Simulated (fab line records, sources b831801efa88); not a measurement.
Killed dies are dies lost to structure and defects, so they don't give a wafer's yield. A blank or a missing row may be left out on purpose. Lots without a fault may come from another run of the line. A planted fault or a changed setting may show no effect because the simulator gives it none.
Chamber matching | flow gf180mcu | GF_V2_CMP_04 on cmp-02: 4 sister chambers
The step polishes SiO2. 8 wafers are shown with their chamber, then 7 later ones without.

WAFERS WITH THEIR CHAMBER
wafer  | chamber | motor_current_A (A) | time_to_endpoint_s (s)
L336.1 | 3       | 11.0                | 85
L336.3 | 1       | 11.5                | 79
L336.4 | 0       | 11.2                | 86
L337.1 | 2       | 11.2                | 81
L337.3 | 1       | 11.3                | 75
L337.6 | 0       | 11.5                | 88
L338.1 | 3       | 10.1                | 79
L338.2 | 2       | 11.3                | 78

WAFERS WITHOUT THEIR CHAMBER
wafer  | motor_current_A (A) | time_to_endpoint_s (s)
L338.3 | 11.1                | 74
L339.3 | 12.5                | 76
L339.4 | 10.6                | 87
L339.5 | 11.5                | 77
L348.1 | 11.9                | 79
L348.5 | 10.5                | 84
L348.6 | 11.4                | 84

WHICH CHAMBER EACH WENT THROUGH
wafer  | from the rows above               | in truth
L338.3 | can't be placed: 1 or 2 or 3      | 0
L339.3 | can't be placed: 1 or 2 or 0      | 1
L339.4 | can't be placed: 3 or 0 or 2      | 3
L339.5 | can't be placed: 1 or 2           | 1
L348.1 | can't be placed: 1 or 2 or 0      | 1
L348.5 | can't be placed: 3 or 0 or 2      | 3
L348.6 | can't be placed: 0 or 2 or 1 or 3 | 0
Placed correctly: 0 of 7. Can't be placed from these rows: 7 (the true chamber is among the candidates in 6). Placed wrongly: 0.
How it was worked out, from the rows above alone: a wafer's distance from a chamber is the root of the sum, over the readings, of the square of ((its reading less the chamber's mean) divided by the reading's scatter). The wafer belongs to the nearest chamber; if the next one is less than 2 further off, it can't be placed. A chamber's mean is the mean of its shown wafers. The scatter: the root of (the sum of the squares of (reading less its chamber's mean) over the shown wafers, divided by (wafers less chambers)).
